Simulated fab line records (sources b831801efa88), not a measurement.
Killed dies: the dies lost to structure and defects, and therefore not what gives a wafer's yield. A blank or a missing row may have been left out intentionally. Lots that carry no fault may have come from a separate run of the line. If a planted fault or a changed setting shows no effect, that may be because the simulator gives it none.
Matching of chambers :: flow gf180mcu :: 3 sister chambers for GF_STI_CVD_23 on hdpcvd-02
The step deposits SiO2, target thk 650 nm, time 108.3 s. 6 wafers are shown with their chamber, then 6 later ones without.

WAFERS, EACH WITH ITS CHAMBER
wafer: L186.1
chamber: 0
pressure mtorr (mTorr): 6.006

wafer: L187.3
chamber: 0
pressure mtorr (mTorr): 5.996

wafer: L187.5
chamber: 1
pressure mtorr (mTorr): 6.003

wafer: L189.2
chamber: 2
pressure mtorr (mTorr): 6.023

wafer: L189.4
chamber: 1
pressure mtorr (mTorr): 6.010

wafer: L189.6
chamber: 2
pressure mtorr (mTorr): 6.014

WAFERS MISSING THEIR CHAMBER
wafer: L191.1
pressure mtorr (mTorr): 6.023

wafer: L191.2
pressure mtorr (mTorr): 5.989

wafer: L191.5
pressure mtorr (mTorr): 6.008

wafer: L192.1
pressure mtorr (mTorr): 6.005

wafer: L192.5
pressure mtorr (mTorr): 6.002

wafer: L192.6
pressure mtorr (mTorr): 5.989

WHICH CHAMBER EACH WENT THROUGH
wafer: L191.1
from the rows above: can't be placed: 2 or 1
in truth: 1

wafer: L191.2
from the rows above: can't be placed: 0 or 1
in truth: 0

wafer: L191.5
from the rows above: can't be placed: 1 or 0 or 2
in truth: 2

wafer: L192.1
from the rows above: can't be placed: 1 or 0 or 2
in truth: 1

wafer: L192.5
from the rows above: can't be placed: 0 or 1
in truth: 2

wafer: L192.6
from the rows above: can't be placed: 0 or 1
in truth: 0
Placed correctly: 0 of 6. Can't be placed from these rows: 6 (the true chamber is among the candidates in 5). Number placed wrongly: 0.
How it was worked out, from the rows above alone: a wafer's distance from a chamber is the root of the sum, over the readings, of the square of ((its reading less the chamber's mean) divided by the reading's scatter). If the next closest chamber is less than 2 further off than the closest, the wafer can't be placed; otherwise it belongs to the closest. The mean given for a chamber averages the wafers shown for that chamber. The scatter: the root of (the sum of the squares of (reading less its chamber's mean) over the shown wafers, divided by (wafers less chambers)).
